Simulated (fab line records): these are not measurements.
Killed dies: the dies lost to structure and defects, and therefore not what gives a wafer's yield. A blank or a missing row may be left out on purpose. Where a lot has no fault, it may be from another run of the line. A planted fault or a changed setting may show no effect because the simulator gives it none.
Which tool is to blame? / flow gf180mcu / 33 wafers from 11 lots sampled at 5 of the route's 602 steps

## WHAT EACH GAUGE READ, for each wafer
GF_VT_IMPLANT_OVL_MEAS_29.
lot=L664; measured=day 6 19:33; on=overlay-02; VT_IMPLANT_02_OVL (nm)=-3.9 -2.0 -3.1
lot=L665; measured=day 7 02:41; on=overlay-01; VT_IMPLANT_02_OVL (nm)=-4.2 -2.6 -3.1
lot=L666; measured=day 7 08:11; on=overlay-02; VT_IMPLANT_02_OVL (nm)=1.7 0.6 1.3
lot=L667; measured=day 7 13:08; on=overlay-01; VT_IMPLANT_02_OVL (nm)=-2.6 -3.1 -1.2
lot=L668; measured=day 7 20:25; on=overlay-02; VT_IMPLANT_02_OVL (nm)=-0.6 1.2 0.3
lot=L678; measured=day 10 18:38; on=overlay-01; VT_IMPLANT_02_OVL (nm)=-0.2 -0.6 -1.5
lot=L679; measured=day 11 06:38; on=overlay-02; VT_IMPLANT_02_OVL (nm)=-2.5 -0.9 -0.3
lot=L681; measured=day 11 13:33; on=overlay-02; VT_IMPLANT_02_OVL (nm)=1.0 0.0 1.2
lot=L686; measured=day 12 22:05; on=overlay-01; VT_IMPLANT_02_OVL (nm)=-0.3 -0.6 -1.2
lot=L685; measured=day 12 23:30; on=overlay-02; VT_IMPLANT_02_OVL (nm)=-2.5 -0.7 -1.9
lot=L687; measured=day 13 11:33; on=overlay-01; VT_IMPLANT_02_OVL (nm)=-5.3 -3.8 -4.8

GF_POLY_GATE_THK_MEAS_01.
lot=L664; measured=day 8 10:24; on=film-metro-01; POLY_GATE_CVD_00_THK (nm)=201.6 202.3 201.6
lot=L665; measured=day 8 16:14; on=film-metro-04; POLY_GATE_CVD_00_THK (nm)=200.8 199.6 200.2
lot=L666; measured=day 9 00:17; on=film-metro-04; POLY_GATE_CVD_00_THK (nm)=200.2 199.4 197.5
lot=L667; measured=day 9 06:14; on=film-metro-02; POLY_GATE_CVD_00_THK (nm)=199.1 198.9 197.3
lot=L668; measured=day 9 11:53; on=film-metro-02; POLY_GATE_CVD_00_THK (nm)=199.7 201.1 201.1
lot=L678; measured=day 12 12:59; on=film-metro-02; POLY_GATE_CVD_00_THK (nm)=115.4 115.2 115.8
lot=L679; measured=day 13 04:07; on=film-metro-01; POLY_GATE_CVD_00_THK (nm)=113.5 115.6 115.6
lot=L681; measured=day 13 11:16; on=film-metro-04; POLY_GATE_CVD_00_THK (nm)=201.7 200.8 199.9
lot=L686; measured=day 14 20:58; on=film-metro-01; POLY_GATE_CVD_00_THK (nm)=200.6 200.8 202.6
lot=L685; measured=day 14 23:44; on=film-metro-01; POLY_GATE_CVD_00_THK (nm)=201.2 201.2 199.5
lot=L687; measured=day 15 10:09; on=film-metro-04; POLY_GATE_CVD_00_THK (nm)=198.7 200.0 199.6

GF_POLY_GATE_CD_MEAS_10: target cd 280 nm.
lot=L664; measured=day 9 03:03; on=cd-sem-02; cd-nm (nm)=279.3 279.1 280.4
lot=L665; measured=day 9 09:12; on=cd-sem-01; cd-nm (nm)=281.5 281.0 280.8
lot=L666; measured=day 9 17:15; on=cd-sem-01; cd-nm (nm)=279.5 281.2 280.7
lot=L667; measured=day 9 23:12; on=cd-sem-02; cd-nm (nm)=280.7 280.0 280.0
lot=L668; measured=day 10 06:07; on=cd-sem-01; cd-nm (nm)=280.0 282.0 281.6
lot=L678; measured=day 13 08:31; on=cd-sem-01; cd-nm (nm)=277.2 278.1 278.0
lot=L679; measured=day 14 04:14; on=cd-sem-02; cd-nm (nm)=283.0 283.0 283.9
lot=L681; measured=day 14 07:58; on=cd-sem-02; cd-nm (nm)=277.5 278.6 277.5
lot=L686; measured=day 15 18:00; on=cd-sem-02; cd-nm (nm)=281.3 281.3 282.3
lot=L685; measured=day 15 20:38; on=cd-sem-02; cd-nm (nm)=280.2 280.0 279.6
lot=L687; measured=day 16 08:23; on=cd-sem-01; cd-nm (nm)=283.6 282.4 282.7

## EACH LOT AND THE TOOL THAT RAN IT (in order: tool; ch and the chambers of the sampled wafers; start)
lot=L664; GF_DUAL_GATE_STRIP_13=plasma-asher-01 ch 1, day 8 06:51; GF_POLY_GATE_CVD_00=lpcvd-01 ch 0, day 8 09:04
lot=L665; GF_DUAL_GATE_STRIP_13=plasma-asher-01 ch 0,1, day 8 12:30; GF_POLY_GATE_CVD_00=lpcvd-02 ch 1, day 8 14:55
lot=L666; GF_DUAL_GATE_STRIP_13=plasma-asher-01 ch 0,1, day 8 20:07; GF_POLY_GATE_CVD_00=lpcvd-01 ch 0, day 8 22:57
lot=L667; GF_DUAL_GATE_STRIP_13=plasma-asher-04 ch 0,1, day 9 01:10; GF_POLY_GATE_CVD_00=lpcvd-01 ch 0, day 9 04:54
lot=L668; GF_DUAL_GATE_STRIP_13=plasma-asher-01 ch 0,1, day 9 08:42; GF_POLY_GATE_CVD_00=lpcvd-02 ch 1, day 9 10:31
lot=L678; GF_DUAL_GATE_STRIP_13=plasma-asher-03 ch 0,1, day 12 09:57; GF_POLY_GATE_CVD_00=lpcvd-01 ch 1, day 12 11:39
lot=L679; GF_DUAL_GATE_STRIP_13=plasma-asher-01 ch 0, day 13 00:16; GF_POLY_GATE_CVD_00=lpcvd-01 ch 0, day 13 02:47
lot=L681; GF_DUAL_GATE_STRIP_13=plasma-asher-04 ch 0,1, day 13 08:13; GF_POLY_GATE_CVD_00=lpcvd-02 ch 1, day 13 09:55
lot=L686; GF_DUAL_GATE_STRIP_13=plasma-asher-01 ch 0,1, day 14 17:46; GF_POLY_GATE_CVD_00=lpcvd-02 ch 1, day 14 19:38
lot=L685; GF_DUAL_GATE_STRIP_13=plasma-asher-03 ch 0,1, day 14 18:58; GF_POLY_GATE_CVD_00=lpcvd-02 ch 0, day 14 22:24
lot=L687; GF_DUAL_GATE_STRIP_13=plasma-asher-01 ch 0,1, day 15 07:08; GF_POLY_GATE_CVD_00=lpcvd-02 ch 1, day 15 08:48
- GF_DUAL_GATE_STRIP_13: strips in O2/N2.
- GF_POLY_GATE_CVD_00: deposits poly-Si, target thk 200 nm, time 1200 s.

## WHAT THE TOOLS THEMSELVES READ (means of the sampled wafers that have a number; where no wafer has one, the mark that the record gives instead)
GF_DUAL_GATE_STRIP_13.
lot=L664; tool=plasma-asher-01; drypump-motor-current-A (A)=6.0; heater-power-w (W)=319; oes-product-au (a.u.)=0.717; strip-time-to-endpoint-s (s)=12.64
lot=L665; tool=plasma-asher-01; drypump-motor-current-A (A)=5.6; heater-power-w (W)=338; oes-product-au (a.u.)=0.715; strip-time-to-endpoint-s (s)=12.64
lot=L666; tool=plasma-asher-01; drypump-motor-current-A (A)=5.6; heater-power-w (W)=342; oes-product-au (a.u.)=0.720; strip-time-to-endpoint-s (s)=12.68
lot=L667; tool=plasma-asher-04; drypump-motor-current-A (A)=5.6; heater-power-w (W)=320; oes-product-au (a.u.)=0.714; strip-time-to-endpoint-s (s)=12.65
lot=L668; tool=plasma-asher-01; drypump-motor-current-A (A)=5.6; heater-power-w (W)=337; oes-product-au (a.u.)=0.719; strip-time-to-endpoint-s (s)=12.66
lot=L678; tool=plasma-asher-03; drypump-motor-current-A (A)=5.8; heater-power-w (W)=306; oes-product-au (a.u.)=0.718; strip-time-to-endpoint-s (s)=12.56
lot=L679; tool=plasma-asher-01; drypump-motor-current-A (A)=4.7; heater-power-w (W)=362; oes-product-au (a.u.)=0.714; strip-time-to-endpoint-s (s)=12.65
lot=L681; tool=plasma-asher-04; drypump-motor-current-A (A)=5.6; heater-power-w (W)=324; oes-product-au (a.u.)=0.715; strip-time-to-endpoint-s (s)=12.69
lot=L686; tool=plasma-asher-01; drypump-motor-current-A (A)=5.2; heater-power-w (W)=350; oes-product-au (a.u.)=0.718; strip-time-to-endpoint-s (s)=12.66
lot=L685; tool=plasma-asher-03; drypump-motor-current-A (A)=5.8; heater-power-w (W)=308; oes-product-au (a.u.)=0.717; strip-time-to-endpoint-s (s)=12.61
lot=L687; tool=plasma-asher-01; drypump-motor-current-A (A)=5.2; heater-power-w (W)=348; oes-product-au (a.u.)=0.712; strip-time-to-endpoint-s (s)=12.64

GF_POLY_GATE_CVD_00.
lot=L664; tool=lpcvd-01; spike-tc-bottom-C (C)=638.1; spike-tc-centre-C (C)=622.5; spike-tc-lower-C (C)=618.2; spike-tc-top-C (C)=634.7; spike-tc-upper-C (C)=619.8; susceptor-temp-C (C)=619.60
lot=L665; tool=lpcvd-02; spike-tc-bottom-C (C)=642.2; spike-tc-centre-C (C)=621.4; spike-tc-lower-C (C)=621.1; spike-tc-top-C (C)=636.7; spike-tc-upper-C (C)=620.7; susceptor-temp-C (C)=620.11
lot=L666; tool=lpcvd-01; spike-tc-bottom-C (C)=639.5; spike-tc-centre-C (C)=622.3; spike-tc-lower-C (C)=619.2; spike-tc-top-C (C)=634.9; spike-tc-upper-C (C)=619.3; susceptor-temp-C (C)=620.28
lot=L667; tool=lpcvd-01; spike-tc-bottom-C (C)=638.3; spike-tc-centre-C (C)=620.4; spike-tc-lower-C (C)=619.4; spike-tc-top-C (C)=635.7; spike-tc-upper-C (C)=619.5; susceptor-temp-C (C)=619.90
lot=L668; tool=lpcvd-02; spike-tc-bottom-C (C)=641.5; spike-tc-centre-C (C)=621.0; spike-tc-lower-C (C)=618.7; spike-tc-top-C (C)=637.6; spike-tc-upper-C (C)=620.2; susceptor-temp-C (C)=619.81
lot=L678; tool=lpcvd-01; spike-tc-bottom-C (C)=618.9; spike-tc-centre-C (C)=597.6; spike-tc-lower-C (C)=597.1; spike-tc-top-C (C)=617.7; spike-tc-upper-C (C)=598.2; susceptor-temp-C (C)=597.77
lot=L679; tool=lpcvd-01; spike-tc-bottom-C (C)=617.3; spike-tc-centre-C (C)=599.0; spike-tc-lower-C (C)=597.3; spike-tc-top-C (C)=612.7; spike-tc-upper-C (C)=596.8; susceptor-temp-C (C)=596.95
lot=L681; tool=lpcvd-02; spike-tc-bottom-C (C)=642.4; spike-tc-centre-C (C)=621.1; spike-tc-lower-C (C)=620.3; spike-tc-top-C (C)=638.3; spike-tc-upper-C (C)=620.7; susceptor-temp-C (C)=619.73
lot=L686; tool=lpcvd-02; spike-tc-bottom-C (C)=642.8; spike-tc-centre-C (C)=620.8; spike-tc-lower-C (C)=619.8; spike-tc-top-C (C)=636.8; spike-tc-upper-C (C)=620.8; susceptor-temp-C (C)=619.85
lot=L685; tool=lpcvd-02; spike-tc-bottom-C (C)=640.8; spike-tc-centre-C (C)=620.5; spike-tc-lower-C (C)=619.2; spike-tc-top-C (C)=634.7; spike-tc-upper-C (C)=618.9; susceptor-temp-C (C)=620.08
lot=L687; tool=lpcvd-02; spike-tc-bottom-C (C)=641.7; spike-tc-centre-C (C)=621.6; spike-tc-lower-C (C)=620.4; spike-tc-top-C (C)=637.2; spike-tc-upper-C (C)=620.7; susceptor-temp-C (C)=619.86

## THE ANSWER, worked out from the rows above alone
Rule: the usual values come from the lots themselves. The widest of any qualifying gaps counts: lots, ordered by their means at a reading, are off when they make up no more than a third of the lots, leave a main group of 4 or more, and stand apart from it by 3 or more times the standard deviation of that group's means. The tables above print the reading to a certain number of digits; a main group whose means all agree to those digits is not used. Also off: a lot with no number at a reading for which 4 or more lots have one. All remaining lots with rows at the step are treated as sound. First the gauges in route order, then the tools' own readings, where a lot's mean is used as printed above. At the first step where some lot is off, the reading lying furthest off is the one used; lots without a number count as furthest.
Off: L678, L679, at GF_POLY_GATE_THK_MEAS_01 (POLY_GATE_CVD_00_THK). Mean 200.3 nm and standard deviation 1 in the main group.
A tool fits if, at a process step before that reading, it ran every lot that is off, and no sound lot after the first of them. The gauges at GF_POLY_GATE_THK_MEAS_01 aren't tried: what is off there is off at GF_POLY_GATE_CVD_00 too, on other tools, and a gauge's error can't cause that. One fits: lpcvd-01 at GF_POLY_GATE_CVD_00. Its last sound lot is L667 (day 9 04:54), its first lot that is off L678 (day 12 11:39): a fault that began between those two fits.
The tool's own readings at GF_POLY_GATE_CVD_00 bear it out: on the lots that are off they differ by more than 5 times the standard deviation of the sound lots' means. spike-tc-bottom-C reads 618.1 C there against 640.8 C on the sound lots; spike-tc-centre-C reads 598.3 C there against 621.3 C on the sound lots; spike-tc-lower-C reads 597.2 C there against 619.6 C on the sound lots; spike-tc-top-C reads 615.2 C there against 636.3 C on the sound lots; spike-tc-upper-C reads 597.5 C there against 620.1 C on the sound lots; susceptor-temp-C reads 597.36 C there against 619.91 C on the sound lots.

## WHAT HAD BEEN PUT IN BY THE SIMULATOR
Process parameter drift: lpcvd-01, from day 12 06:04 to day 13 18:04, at GF_POLY_GATE_CVD_00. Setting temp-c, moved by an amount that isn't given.
Shown lots that were struck: L678, L679. Same finding as the rule above.
